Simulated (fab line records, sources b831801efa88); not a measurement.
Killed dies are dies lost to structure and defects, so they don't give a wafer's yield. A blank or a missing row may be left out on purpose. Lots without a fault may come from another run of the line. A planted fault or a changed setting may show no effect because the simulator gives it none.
fab line records | flow sky130 | part 1 of 2: steps 1 to 24 of 34
record lots=5 wafers=15 last_day=50
route steps=708 shown LDD_LDN@296 SPACER@304 POLY_CUT@307 SD_P@320
lots that met no fault: from a run of the same line without faults
start_h: hours from the record's first day to the start of the lot's first wafer shown | wait_h: hours since the lot's step before | " the same as in the row above | L1.1+2: a row that stands for several wafers | - no value, or no start given | * or withheld: withheld | < > ~ a bound
route shown NAME@n: a module of which the file shows steps, and the number in the route of the first | usual: mean/standard deviation of fault-free wafers | same: alike in all rows | chamber/n: place in a boat | sites: the reading at each site | _std_site: their standard deviation | _edge_site: outer sites' mean less inner sites' | radius_mm: how far each site lies from the wafer's centre | mask NAME#n: copy n | behind: the tool/chamber that last shaped the wafer | hold: why the lot was held/for how many hours/how that ended | device: the transistor (n, p or np) that didn't switch | end of line: the same wafers' tests at the end of the route | a step without rows: its recipe alone | killed: dies lost to structure and defects at the first sort, not the wafer's yield | map: a wafer's dies, x killed, . not, _ none there
set.NAME: the setting as run; set.NAME@STEP: as run at that earlier step | model.NAME: the simulator's own value behind a step, which no gauge read
lots at some steps of the route; a table a step, a row a wafer
services: from which hour (start_h, from the record's first day; less than 0 if before it) a tool's chamber was out of use, for how many hours, and why
## steps
# step SKY_LDD_LDN_OVL_MEAS_07
# usual LDD_LDN_OVL=0.5/1.5
# columns lot.wafer tool chamber start_h wait_h LDD_LDN_OVL[nm]
L075.1 overlay-02 - 536.07 0.1 -0.7
L075.4 " - " " 0.3
L075.5 " - " " -0.5
L076.3 overlay-01 - 550.01 0.1 -0.7
L076.4 " - " " -0.4
L076.5 " - " " 0.4
L083.2 overlay-01 - 611.27 0.1 0.8
L083.4 " - " " 1.2
L083.5 " - " " 1.2
L084.1 overlay-01 - 618.85 0.1 0.1
L084.3 " - " " -2.7
L084.4 " - " " 0.0
L096.1 overlay-02 - 704.85 0.1 2.9
L096.2 " - " " 1.8
L096.6 " - " " 2.5
# step SKY_LDD_LDN_IMPLANT_08
# recipe species=As energy_kev=15 dose_cm2=1.25e+13 tilt_deg=withheld rotation_deg=23
# columns lot.wafer tool chamber start_h wait_h
L075.1+4+5 implanter-01 0 536.10 0.0
L076.3+4+5 implanter-03 0 550.09 0.1
L083.2+4+5 implanter-04 0 611.33 0.0
L084.1+3+4 implanter-04 0 618.89 0.0
L096.1+2+6 implanter-04 0 704.89 0.0
# step SKY_LDD_LDN_IMPLANT_09
# recipe species=As energy_kev=15 dose_cm2=1.25e+13 tilt_deg=withheld rotation_deg=113
# columns lot.wafer tool chamber start_h wait_h
L075.1+4+5 implanter-01 0 536.25 0.1
L076.3+4+5 implanter-03 0 550.24 0.1
L083.2+4+5 implanter-04 0 611.48 0.1
L084.1+3+4 implanter-04 0 619.04 0.1
L096.1+2+6 implanter-04 0 705.04 0.1
# step SKY_LDD_LDN_IMPLANT_10
# recipe species=As energy_kev=15 dose_cm2=1.25e+13 tilt_deg=withheld rotation_deg=203
# columns lot.wafer tool chamber start_h wait_h
L075.1+4+5 implanter-01 0 536.40 0.1
L076.3+4+5 implanter-03 0 550.39 0.1
L083.2+4+5 implanter-04 0 611.63 0.1
L084.1+3+4 implanter-04 0 619.19 0.1
L096.1+2+6 implanter-04 0 705.19 0.1
# step SKY_LDD_LDN_IMPLANT_11
# recipe species=As energy_kev=15 dose_cm2=1.25e+13 tilt_deg=withheld rotation_deg=293
# columns lot.wafer tool chamber start_h wait_h
L075.1+4+5 implanter-01 0 536.55 0.1
L076.3+4+5 implanter-03 0 550.54 0.1
L083.2+4+5 implanter-04 0 611.78 0.1
L084.1+3+4 implanter-04 0 619.34 0.1
L096.1+2+6 implanter-04 0 705.34 0.1
# step SKY_LDD_LDN_STRIP_12
# recipe chemistry=O2/N2 power_w=1400 pressure_mtorr=1500 platen_temp_c=withheld o2_flow_sccm=3000 n2_flow_sccm=300 overash_fraction=0.5
# usual drypump_motor_current_A=5.5/0.36 oes_product_au=0.715/0.0048 strip_time_to_endpoint_s=14.18/0.04
# columns lot.wafer tool chamber start_h wait_h drypump_motor_current_A oes_product_au rf_hours_counter_h strip_time_to_endpoint_s
L075.1 plasma_asher-01 1 536.70 0.1 5.4 0.714 42 14.18
L075.4 " 0 " " 5.0 0.716 - 14.22
L075.5 " 1 " " 5.4 0.719 - 14.17
L076.3 plasma_asher-02 1 550.67 0.1 5.8 0.719 - 14.15
L076.4 " 0 " " 5.8 0.718 - 14.18
L076.5 " 0 " " 5.9 0.714 - 14.17
L083.2 plasma_asher-01 0 611.90 0.1 4.9 0.711 50 14.21
L083.4 " 1 " " 5.4 0.720 - 14.16
L083.5 " 1 " " 5.4 0.709 - 14.17
L084.1 plasma_asher-04 1 619.49 0.1 5.5 0.714 87 14.22
L084.3 " 0 " " 6.0 0.716 - 14.22
L084.4 " 1 " " 5.5 0.707 - 14.23
L096.1 plasma_asher-02 1 705.49 0.1 5.8 0.712 26 14.15
L096.2 " 0 " " 5.8 0.715 26 14.07
L096.6 " 1 " " 5.8 0.716 - 14.16
# step SKY_LDD_LDN_TW_MEAS_13
# usual LDD_LDN_TW=1499/9.9
# columns lot.wafer tool chamber start_h wait_h LDD_LDN_TW
L075.1 film_metro-02 - 536.80 0.1 1494
L075.4 " - " " 1497
L075.5 " - " " 1494
L076.3 film_metro-01 - 550.76 0.1 1505
L076.4 " - " " 1506
L076.5 " - " " 1508
L083.2 film_metro-02 - 612.01 0.1 1498
L083.4 " - " " 1500
L083.5 " - " " 1504
L084.1 film_metro-01 - 619.59 0.1 1510
L084.3 " - " " 1509
L084.4 " - " " 1508
L096.1 film_metro-04 - 705.59 0.1 1491
L096.2 " - " " 1488
L096.6 " - " " 1486
# step SKY_LDD_LDN_CLEAN_14
# recipe chemistry=SC1/SC2 mix=1:4:20 temp_c=70 time_s=150 dry=n2_spin
# usual bath_guard_temp_C=70.1/0.47 bath_heat_duty_pct=13.5/1.8
# columns lot.wafer tool chamber start_h wait_h bath_guard_temp_C bath_heat_duty_pct
L075.1 wet_bench-03 2 536.86 0.1 70.3 12.3
L075.4 " 2 " " 70.6 11.7
L075.5 " 2 " " 70.6 12.5
L076.3 wet_bench-01 3 550.80 0.0 70.5 11.8
L076.4 " 3 " " 69.8 13.2
L076.5 " 3 " " 70.4 11.3
L083.2 wet_bench-01 1 612.06 0.0 70.3 16.4
L083.4 " 1 " " 70.6 16.9
L083.5 " 1 " " 70.3 17.2
L084.1 wet_bench-01 1 619.65 0.1 69.8 16.1
L084.3 " 1 " " 70.3 18.3
L084.4 " 1 " " 70.6 14.8
L096.1 wet_bench-02 2 705.65 0.1 70.4 14.5
L096.2 " 2 " " 70.6 15.3
L096.6 " 2 " " 70.3 16.3
# step SKY_SPACER_CVD_00
# recipe material=Si3N4 precursor=DCS/NH3 target_thk_nm=43.1 temp_c=770 time_s=740 pressure_mtorr=250
# usual pressure_mtorr=249.9/0.51 spike_tc_top_C=785.8/0.99 susceptor_temp_C=770.01/0.28
# columns lot.wafer tool chamber start_h wait_h pressure_mtorr spike_tc_top_C susceptor_temp_C
L075.1 lpcvd-02 1 536.91 0.0 250.1 784.8 770.03
L075.4 " 1 " " 249.6 787.2 770.05
L075.5 " 1 " " 250.0 784.4 769.89
L076.3 lpcvd-02 0 552.09 1.2 249.4 786.8 770.22
L076.4 " 0 " " 249.7 786.8 770.11
L076.5 " 0 " " 249.8 785.8 769.89
L083.2 lpcvd-02 0 612.58 0.5 251.0 786.4 770.00
L083.4 " 0 " " 250.6 786.1 769.94
L083.5 " 0 " " 250.9 785.9 769.72
L084.1 lpcvd-02 0 620.46 0.8 249.3 785.3 769.67
L084.3 " 0 " " 249.0 787.1 769.91
L084.4 " 0 " " 249.3 785.4 770.33
L096.1 lpcvd-02 1 705.70 0.0 249.7 784.9 769.79
L096.2 " 1 " " 249.7 785.8 769.63
L096.6 " 1 " " 249.9 784.7 769.91
# step SKY_SPACER_THK_MEAS_01
# recipe reads=Si3N4_of_SPACER_CVD_00
# usual SPACER_CVD_00_THK=43.0/0.46
# columns lot.wafer tool chamber start_h wait_h SPACER_CVD_00_THK[nm]
L075.1 film_metro-03 - 538.12 0.0 43.4
L075.4 " - " " 43.8
L075.5 " - " " 43.4
L076.3 film_metro-01 - 553.32 0.0 43.7
L076.4 " - " " 43.6
L076.5 " - " " 43.5
L083.2 film_metro-04 - 613.80 0.0 43.2
L083.4 " - " " 43.1
L083.5 " - " " 42.8
L084.1 film_metro-03 - 621.67 0.0 42.8
L084.3 " - " " 43.0
L084.4 " - " " 42.9
L096.1 film_metro-03 - 706.90 0.0 42.4
L096.2 " - " " 42.2
L096.6 " - " " 42.0
# step SKY_SPACER_ETCHBACK_02
# recipe chemistry=CH3F/O2 target=Si3N4 stop_on=SiO2 source_w=400 bias_w=80 pressure_mtorr=25 ch3f_flow_sccm=40 O2_flow_sccm=30 time_s=46.7 target_depth_a=450
# usual drypump_motor_current_A=5.97/0.15 oes_product_au=0.854/0.007 throttle_valve_pct=10.563/0.011
# columns lot.wafer tool chamber start_h wait_h drypump_motor_current_A oes_product_au rf_hours_counter_h throttle_valve_pct
L075.1 rie_diel-01 2 538.18 0.1 5.68 0.857 11 10.563
L075.4 " 1 " " 6.36 0.863 - 10.568
L075.5 " 3 " " 5.89 0.867 - 10.565
L076.3 rie_diel-03 0 553.36 0.0 5.86 0.853 6 10.561
L076.4 " 2 " " 6.08 0.860 79 10.556
L076.5 " 2 " " 6.09 0.861 - 10.553
L083.2 rie_diel-03 0 613.85 0.0 5.87 0.856 7 10.559
L083.4 " 2 " " 6.09 0.857 1 10.580
L083.5 " 2 " " 6.10 0.853 - 10.560
L084.1 rie_diel-03 1 621.73 0.1 5.87 0.853 5 10.556
L084.3 " 2 " " 6.08 0.855 1 10.587
L084.4 " 3 " " 5.94 0.863 8 10.579
L096.1 rie_diel-02 3 706.96 0.1 5.98 0.847 15 10.540
L096.2 " 1 " " 5.91 0.840 27 10.568
L096.6 " 2 " " 6.02 0.835 - 10.547
# step SKY_POLY_CUT_DEHYDRATE_00
# recipe temp_c=201.3 time_s=60
# usual exhaust_pa=45.0/0.82 heater_power_total_W=161.70/0.12 plate_temp_C=201.28/0.15
# columns lot.wafer tool chamber start_h wait_h exhaust_pa heater_power_total_W plate_temp_C
L075.1 litho_track-02 0 552.37 14.2 44.6 161.52 201.18
L075.4 " 0 " " 43.7 161.79 201.10
L075.5 " 0 " " 43.6 161.86 201.13
L076.3 litho_track-04 0 567.17 13.8 45.4 161.60 201.20
L076.4 " 0 " " 45.7 161.66 201.21
L076.5 " 0 " " 45.6 161.60 201.22
L083.2 litho_track-01 0 627.18 13.3 44.6 161.77 201.31
L083.4 " 0 " " 44.4 161.86 200.91
L083.5 " 0 " " 45.1 161.70 201.11
L084.1 litho_track-04 0 635.47 13.7 44.7 161.48 201.45
L084.3 " 0 " " 45.4 161.48 201.35
L084.4 " 0 " " 45.3 161.56 201.23
L096.1 litho_track-02 0 720.12 13.1 44.2 161.77 201.30
L096.2 " 0 " " 45.4 161.56 200.93
L096.6 " 0 " " 44.8 161.70 201.01
# step SKY_POLY_CUT_HMDS_01
# recipe prime_time_s=60 prime_temp_c=120
# usual exhaust_pa=44.9/0.88
# same prime_time_s=60
# columns lot.wafer tool chamber start_h wait_h exhaust_pa
L075.1 litho_track-02 0 552.52 0.1 45.8
L075.4 " 0 " " 44.6
L075.5 " 0 " " 46.2
L076.3 litho_track-04 0 567.32 0.1 44.5
L076.4 " 0 " " 45.1
L076.5 " 0 " " 45.3
L083.2 litho_track-01 0 627.33 0.1 45.5
L083.4 " 0 " " 45.1
L083.5 " 0 " " 45.3
L084.1 litho_track-04 0 635.62 0.1 45.3
L084.3 " 0 " " 44.0
L084.4 " 0 " " 45.2
L096.1 litho_track-02 0 720.27 0.1 44.2
L096.2 " 0 " " 44.6
L096.6 " 0 " " 43.9
# step SKY_POLY_CUT_COAT_02
# recipe resist=BARC temp_c=withheld time_s=withheld spin_rpm=3000 resist_thk_nm=60
# usual exhaust_pa=45.1/0.92
# columns lot.wafer tool chamber start_h wait_h exhaust_pa
L075.1 litho_track-02 0 552.67 0.1 46.8
L075.4 " 0 " " 46.0
L075.5 " 0 " " 43.7
L076.3 litho_track-04 0 567.47 0.1 45.0
L076.4 " 0 " " 44.9
L076.5 " 0 " " 45.2
L083.2 litho_track-01 0 627.48 0.1 44.9
L083.4 " 0 " " 45.5
L083.5 " 0 " " 45.8
L084.1 litho_track-04 0 635.77 0.1 45.1
L084.3 " 0 " " 44.7
L084.4 " 0 " " 44.6
L096.1 litho_track-02 0 720.42 0.1 46.4
L096.2 " 0 " " 45.4
L096.6 " 0 " " 45.3
# step SKY_POLY_CUT_COAT_03
# recipe resist=KrF-thick spin_rpm=3000 resist_thk_nm=450
# usual exhaust_pa=45.0/0.84
# columns lot.wafer tool chamber start_h wait_h exhaust_pa
L075.1 litho_track-02 0 - - 45.5
L075.4 " 0 " " 44.3
L075.5 " 0 " " 46.5
L076.3 litho_track-04 0 - - 44.2
L076.4 " 0 " " 45.1
L076.5 " 0 " " 45.0
L083.2 litho_track-01 0 - - 44.5
L083.4 " 0 " " 44.1
L083.5 " 0 " " 44.8
L084.1 litho_track-04 0 - - 43.8
L084.3 " 0 " " 47.8
L084.4 " 0 " " 45.1
L096.1 litho_track-02 0 - - 45.2
L096.2 " 0 " " 44.4
L096.6 " 0 " " 45.0
# step SKY_POLY_CUT_SOFTBAKE_04
# recipe temp_c=100 time_s=90 resist=KrF-thick
# usual exhaust_pa=45.2/0.76 heater_power_total_W=57.37/0.11 plate_temp_C=100.01/0.11
# columns lot.wafer tool chamber start_h wait_h exhaust_pa heater_power_total_W plate_temp_C
L075.1 litho_track-02 0 - - 44.7 57.31 99.96
L075.4 " 0 " " 44.8 57.44 100.01
L075.5 " 0 " " 46.6 57.30 100.17
L076.3 litho_track-04 0 - - 46.2 57.23 100.18
L076.4 " 0 " " 44.9 57.46 100.02
L076.5 " 0 " " 46.3 57.52 100.01
L083.2 litho_track-01 0 - - 44.7 57.38 100.29
L083.4 " 0 " " 45.6 57.59 100.15
L083.5 " 0 " " 45.5 57.29 99.98
L084.1 litho_track-04 0 - - 43.6 57.44 100.10
L084.3 " 0 " " 44.6 57.26 100.11
L084.4 " 0 " " 44.6 57.52 100.17
L096.1 litho_track-02 0 - - 44.2 57.48 99.89
L096.2 " 0 " " 44.5 57.20 100.08
L096.6 " 0 " " 45.0 57.32 99.85
# step SKY_POLY_CUT_EXPOSE_05
# recipe mask_id=NPCM na=0.8 source_shape=annular sigma_inner=0.55 sigma_outer=0.85 target_cd_nm=270 dose_mj=32
# columns lot.wafer tool chamber start_h wait_h mask
L075.1+4+5 krf_scanner-01 0 - - NPCM#0
L076.3+4+5 krf_scanner-01 0 - - NPCM#0
L083.2+4+5 krf_scanner-01 0 - - NPCM#0
L084.1+3+4 krf_scanner-02 0 - - NPCM#0
L096.1+2+6 krf_scanner-02 0 - - NPCM#0
# step SKY_POLY_CUT_PEB_06
# recipe peb_temp_c=withheld peb_time_s=withheld resist=KrF-thick
# usual exhaust_pa=45.0/0.96
# columns lot.wafer tool chamber start_h wait_h exhaust_pa
L075.1 litho_track-02 0 - - 45.3
L075.4 " 0 " " 46.4
L075.5 " 0 " " 45.7
L076.3 litho_track-01 0 - - 45.3
L076.4 " 0 " " 45.8
L076.5 " 0 " " 45.0
L083.2 litho_track-01 0 - - 43.1
L083.4 " 0 " " 45.1
L083.5 " 0 " " 45.3
L084.1 litho_track-04 0 - - 46.0
L084.3 " 0 " " 47.0
L084.4 " 0 " " 46.1
L096.1 litho_track-02 0 - - 46.0
L096.2 " 0 " " 44.1
L096.6 " 0 " " 44.8
# step SKY_POLY_CUT_DEVELOP_07
# recipe develop_time_s=60 resist=KrF-thick dev_temp_c=21
# usual exhaust_pa=44.9/0.91
# columns lot.wafer tool chamber start_h wait_h exhaust_pa
L075.1 litho_track-02 0 - - 45.3
L075.4 " 0 " " 45.4
L075.5 " 0 " " 46.4
L076.3 litho_track-01 0 - - 45.4
L076.4 " 0 " " 44.9
L076.5 " 0 " " 46.6
L083.2 litho_track-01 0 - - 44.1
L083.4 " 0 " " 44.4
L083.5 " 0 " " 43.9
L084.1 litho_track-04 0 - - 44.8
L084.3 " 0 " " 43.6
L084.4 " 0 " " 44.3
L096.1 litho_track-02 0 - - 45.8
L096.2 " 0 " " 45.1
L096.6 " 0 " " 45.9
# step SKY_POLY_CUT_CD_MEAS_08
# recipe target_cd_nm=270
# usual cd_nm=270.0/1.5
# columns lot.wafer tool chamber start_h wait_h cd_nm
L075.1 cd_sem-01 - 567.37 - 269.5
L075.4 " - " " 269.6
L075.5 " - " " 270.2
L076.3 cd_sem-01 - 583.25 - 270.6
L076.4 " - " " 271.7
L076.5 " - " " 271.9
L083.2 cd_sem-01 - 642.78 - 270.0
L083.4 " - " " 271.5
L083.5 " - " " 273.0
L084.1 cd_sem-02 - 650.97 - 267.4
L084.3 " - " " 269.3
L084.4 " - " " 268.2
L096.1 cd_sem-01 - 734.87 - 271.9
L096.2 " - " " 271.4
L096.6 " - " " 271.9
# step SKY_POLY_CUT_OVL_MEAS_09
# usual POLY_CUT_OVL=0/5.3
# columns lot.wafer tool chamber start_h wait_h POLY_CUT_OVL[nm]
L075.1 overlay-02 - 567.49 0.1 -10
L075.4 " - " " -10
L075.5 " - " " -18
L076.3 overlay-01 - 583.34 0.1 6
L076.4 " - " " 3
L076.5 " - " " -1
L083.2 overlay-02 - 642.88 0.1 0
L083.4 " - " " 1
L083.5 " - " " -4
L084.1 overlay-01 - 651.09 0.1 -1
L084.3 " - " " 10
L084.4 " - " " 6
L096.1 overlay-01 - 734.99 0.1 -1
L096.2 " - " " 1
L096.6 " - " " -3
# step SKY_POLY_CUT_ETCH_10
# recipe chemistry=N2/H2 target=BARC ion_energy_ev=200 source_w=500 bias_w=100 pressure_mtorr=30 n2_flow_sccm=100 h2_flow_sccm=200 stop_on=SiO2 time_s=45.9 target_depth_a=600
# usual drypump_motor_current_A=5.98/0.23 oes_product_au=0.855/0.0053 throttle_valve_pct=13.225/0.0095
# columns lot.wafer tool chamber start_h wait_h drypump_motor_current_A oes_product_au rf_hours_counter_h throttle_valve_pct
L075.1 rie_diel-03 3 567.52 0.0 5.99 0.859 7 13.220
L075.4 " 0 " " 5.86 0.864 - 13.208
L075.5 " 1 " " 5.88 0.856 - 13.202
L076.3 rie_diel-01 2 583.36 0.0 5.64 0.856 12 13.225
L076.4 " 0 " " 6.14 0.854 1 13.216
L076.5 " 3 " " 5.91 0.860 - 13.218
L083.2 rie_diel-01 3 642.91 0.0 5.90 0.859 3 13.225
L083.4 " 0 " " 6.11 0.866 2 13.233
L083.5 " 0 " " 6.14 0.848 - 13.235
L084.1 rie_diel-04 2 651.13 0.0 6.22 0.851 15 13.214
L084.3 " 1 " " 6.09 0.853 36 13.228
L084.4 " 0 " " 5.51 0.848 22 13.213
L096.1 rie_diel-03 1 735.02 0.0 5.85 0.850 7 13.231
L096.2 " 3 " " 5.96 0.853 10 13.217
L096.6 " 0 " " 5.89 0.855 - 13.225
# step SKY_POLY_CUT_ETCH_11
# recipe target=Si3N4 chemistry=CF4/CH2F2/Ar stop_on=poly-Si source_w=600 bias_w=150 pressure_mtorr=40 cf4_flow_sccm=40 ch2f2_flow_sccm=20 Ar_flow_sccm=150 time_s=42.5 target_depth_a=600
# usual drypump_motor_current_A=5.98/0.23 oes_product_au=0.831/0.0063 throttle_valve_pct=14.994/0.0097
# columns lot.wafer tool chamber start_h wait_h drypump_motor_current_A oes_product_au rf_hours_counter_h throttle_valve_pct
L075.1 rie_diel-03 3 567.56 0.0 5.98 0.837 7 14.998
L075.4 " 0 " " 5.86 0.841 - 14.994
L075.5 " 1 " " 5.85 0.841 - 14.992
L076.3 rie_diel-01 2 583.41 0.0 5.68 0.843 12 14.993
L076.4 " 0 " " 6.13 0.827 1 15.004
L076.5 " 3 " " 5.90 0.839 - 14.993
L083.2 rie_diel-01 3 642.96 0.0 5.90 0.831 3 15.003
L083.4 " 0 " " 6.13 0.821 2 15.015
L083.5 " 0 " " 6.12 0.847 - 15.006
L084.1 rie_diel-04 2 651.17 0.0 6.24 0.834 15 15.004
L084.3 " 1 " " 6.07 0.838 36 15.003
L084.4 " 0 " " 5.54 0.833 22 14.983
L096.1 rie_diel-03 1 735.06 0.0 5.86 0.838 7 14.999
L096.2 " 3 " " 5.98 0.831 10 15.000
L096.6 " 0 " " 5.88 0.824 - 15.003
# step SKY_POLY_CUT_STRIP_12
# recipe chemistry=O2/N2 power_w=1400 pressure_mtorr=1500 platen_temp_c=withheld o2_flow_sccm=3000 n2_flow_sccm=300 overash_fraction=0.5
# usual drypump_motor_current_A=5.91/0.25 oes_product_au=0.451/0.0043 strip_time_to_endpoint_s=5.349/0.018
# columns lot.wafer tool chamber start_h wait_h drypump_motor_current_A oes_product_au rf_hours_counter_h strip_time_to_endpoint_s
L075.1 plasma_asher-02 0 567.60 0.0 5.82 0.454 12 5.368
L075.4 " 0 " " 5.81 0.460 - 5.363
L075.5 " 1 " " 5.76 0.451 - 5.349
L076.3 plasma_asher-04 0 583.48 0.1 5.96 0.455 - 5.348
L076.4 " 1 " " 5.54 0.451 - 5.338
L076.5 " 0 " " 5.96 0.459 - 5.340
L083.2 plasma_asher-03 1 643.00 0.0 6.30 0.453 84 5.349
L083.4 " 1 " " 6.27 0.446 - 5.352
L083.5 " 1 " " 6.28 0.449 - 5.350
L084.1 plasma_asher-03 0 651.21 0.0 6.19 0.441 85 5.324
L084.3 " 0 " " 6.17 0.450 - 5.326
L084.4 " 1 " " 6.29 0.454 - 5.352
L096.1 plasma_asher-02 0 735.10 0.0 5.83 0.449 29 5.356
L096.2 " 1 " " 5.78 0.452 29 5.331
L096.6 " 0 " " 5.84 0.451 - 5.348
